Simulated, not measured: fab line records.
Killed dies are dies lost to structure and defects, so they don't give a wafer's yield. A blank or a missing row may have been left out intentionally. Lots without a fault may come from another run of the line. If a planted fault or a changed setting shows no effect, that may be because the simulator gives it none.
A lot that was struck, set against a sound lot    flow sky130    43 out of 708 route steps
Sound: these wafers, L441.4, L441.5, L441.6. Struck: wafers L457.3, L457.5. (L457.1 of the same lot was not struck and is left out.) The cause comes at the end.
For every step that has rows: the tool of each side, followed by ch and its chambers, followed by its first start. Under that, the readings that differ: sound wafers    struck wafers    difference of the means    sigmas: that difference in standard deviations of wafers without a fault.
alike: words and numbers the same on both sides, and readings whose means are apart by under 2 such deviations; not compared: readings that were withheld, readings missing a value for some wafer, numbers with overlapping values and no deviation given by the record, and bounds like >300 which may hide the same value.
A row with sigmas, a row that says differs or no value, or rows on one side alone: a step with any of these is where the two part. Numbers that have no deviation but don't overlap get no sigmas and don't part them. Lack of a reading on every wafer of one side parts them only where that side has two or more wafers.

first, 9 steps without rows for these wafers: SKY_CAP2M_CLEAN_17 (cleans in O3/DIW); SKY_METAL4_DEHYDRATE_05 (time 60 s); SKY_METAL4_HMDS_06 (prime time 60 s); SKY_METAL4_COAT_07 (resist thk 60 nm); SKY_METAL4_COAT_08 (resist thk 1140 nm); SKY_METAL4_SOFTBAKE_09 (time 90 s); SKY_METAL4_EXPOSE_10 (exposes mask MM4, target cd 300 nm); SKY_METAL4_PEB_11; SKY_METAL4_DEVELOP_12 (develop time 60 s).
SKY_METAL4_CD_MEAS_13: the cd target is 300 nm.
  sound on cd_sem-02 at day 42 09:41; struck on cd_sem-02 at day 46 08:48
  alike: cd_nm
SKY_METAL4_OVL_MEAS_14:
  sound on overlay-02 at day 42 09:46; struck on overlay-01 at day 46 08:55
  alike: METAL4_OVL
SKY_METAL4_DESCUM_15: chemistry O2, time 8 s.
  sound on rie_metal-01 ch 0,1, day 42 09:47; struck on rie_metal-02 ch 0, day 46 08:58
  alike: chamber_pressure_mTorr, drypump_motor_current_A, he_backside_leak_sccm, oes_product_au
  not compared: rf_hours_counter_h
SKY_METAL4_ETCH_16: etches BARC in N2/H2, stops on SiO2, time 88.2 s, target depth 60 nm.
  sound on rie_metal-01 ch 0,1, day 42 09:50; struck on rie_metal-02 ch 0, day 46 08:59
  alike: chamber_pressure_mTorr, drypump_motor_current_A, he_backside_leak_sccm, oes_product_au, throttle_valve_pct
  not compared: rf_hours_counter_h
then, 1 step without rows for these wafers: SKY_METAL4_ETCH_17 (etches SiO2 in C4F8/O2/Ar, stops on TiN, time 3.9 s, target depth 15 nm).
SKY_METAL4_METAL_ETCH_18: etches the open film in Cl2/BCl3, stops on SiO2, target depth 845 nm, time 183.1 s.
  sound on rie_metal-04 ch 0,1, day 42 09:59; struck on rie_metal-01 ch 0,1, day 46 09:07
  alike: chamber_pressure_mTorr, drypump_motor_current_A, he_backside_leak_sccm, oes_product_au, throttle_valve_pct
  not compared: rf_hours_counter_h
then, 5 steps without rows for these wafers: SKY_METAL4_STRIP_19 (strips in O2/N2); SKY_METAL4_STRIP_20 (strips in post etch residue remover, time 1200 s); SKY_METAL4_CLEAN_21 (cleans in IPA, time 180 s); SKY_METAL4_CLEAN_22 (cleans in O3/DIW); SKY_VIA4_HDPCVD_00 (deposits SiO2, target thk 1750 nm, time 281.3 s).
SKY_VIA4_THK_MEAS_01:
  sound on film_metro-02 at day 42 10:55; struck on film_metro-01 at day 46 10:07
  alike: VIA4_HDPCVD_THK
SKY_VIA4_CMP_02: polishes SiO2.
  sound on cmp-01 ch 2,3, day 42 10:59; struck on cmp-01 ch 0,1, day 46 10:13
  alike: motor_current_A
SKY_VIA4_BOW_MEAS_03:
  sound on film_metro-02 at day 42 11:18; struck on film_metro-01 at day 46 10:28
reading        sound     struck  difference  sigmas
VIA4_BOW (um)  79 60 70  93 98   +26         +3
then, 7 steps without rows for these wafers: SKY_VIA4_DEHYDRATE_04 (time 60 s); SKY_VIA4_HMDS_05 (prime time 60 s); SKY_VIA4_COAT_06 (resist thk 1140 nm); SKY_VIA4_SOFTBAKE_07 (time 60 s); SKY_VIA4_EXPOSE_08 (exposes mask VIM4, target cd 800 nm); SKY_VIA4_PEB_09; SKY_VIA4_DEVELOP_10 (develop time 60 s).
SKY_VIA4_OVL_MEAS_11:
  sound on overlay-01 at day 43 09:57; struck on overlay-02 at day 47 06:35
  alike: VIA4_OVL
then, 6 steps without rows for these wafers: SKY_VIA4_ETCH_12 (etches SiO2 in C4F8/O2/Ar, stops on TiN, target depth 580 nm); SKY_VIA4_STRIP_13 (strips in O2/N2); SKY_VIA4_STRIP_14 (strips in post etch residue remover, time 1200 s); SKY_VIA4_CLEAN_15 (cleans in IPA, time 180 s); SKY_VIA4_CLEAN_16 (cleans in O3/DIW); SKY_VIA4_SPUTTER_17 (material TiN, target thk 20 nm, time 80 s).
SKY_VIA4_CVD_18: deposits W, target thk 505 nm, time 152.14 s.
  sound on cvd_w-01 ch 0,1, day 43 10:58; struck on cvd_w-02 ch 0,1, day 47 07:26
  alike: heater_power_w
SKY_VIA4_RS_MEAS_19: measures by four-point-probe.
  sound on film_metro-02 at day 43 11:07; struck on film_metro-01 at day 47 07:35
  alike: VIA4_W_RS
SKY_VIA4_THK_MEAS_20: measures by xrf.
  sound on film_metro-02 at day 43 11:13; struck on film_metro-01 at day 47 07:43
  alike: VIA4_W_THK
SKY_VIA4_CMP_21: polishes, stops on SiO2, t overpolish 25 s, target thk 0 nm.
  sound on cmp-01 ch 0,3, day 43 11:17; struck on cmp-01 ch 0,3, day 47 07:46
  alike: motor_current_A, overpolish_run_s, time_to_endpoint_s
then, 1 step without rows for these wafers: SKY_METAL5_SPUTTER_00 (material Ti, target thk 15 nm, time 10 s).
-- the record jumps here: 2 days lie between the struck wafers' starts before and after (it left off in module METAL5 and takes up again in module PAD_OPEN, whose first step shown is number 708 of the route) --
SKY_PAD_OPEN_PROBE_99:
  sound on prober-02 at day 46 07:31; struck on prober-01 at day 49 17:40
reading                                sound               struck       difference  sigmas
defect_limited_yield (%)               82.5 85.4 82.5      75.6 70.5    -10.4       -5
killed_at_M4_up                        1 3 2               57 50        +52         +30
killed_dies                            86 72 86            120 145      +51         +5
sort_bin_3_pad_short (%)               0.6 1.0 1.0         3.3 3.3      +2.4        +6
sort_bin_5_function (%)                12.4 9.6 9.6        16.1 17.9    +6.5        +4
sort_n_pass                            406 420 406         372 347      -51         -5
sort_yield_pct (%)                     82.5 85.4 82.5      75.6 70.5    -10.4       -5
model.etest.tester.sort_n_pass         406 420 406         372 347      -51         
model.etest.tester.sort_yield_pct (%)  82.52 85.37 82.52   75.61 70.53  -10.40      
model.etest.tester.sort_bin_5_pct (%)  12.4 9.553 9.553    16.06 17.89  +6.47       
model.etest.tester.sort_bin_3_pct (%)  0.6098 1.016 1.016  3.252 3.252  +2.371      
  alike: killed_at_M0_to_M3, killed_at_contacts, killed_at_front_end, killed_at_other, killed_open, killed_short, sort_bin_6_memory

## WHERE THEY PART
First at SKY_VIA4_BOW_MEAS_03; last, within this record, at SKY_PAD_OPEN_PROBE_99.

WHY: whatever the simulator had introduced
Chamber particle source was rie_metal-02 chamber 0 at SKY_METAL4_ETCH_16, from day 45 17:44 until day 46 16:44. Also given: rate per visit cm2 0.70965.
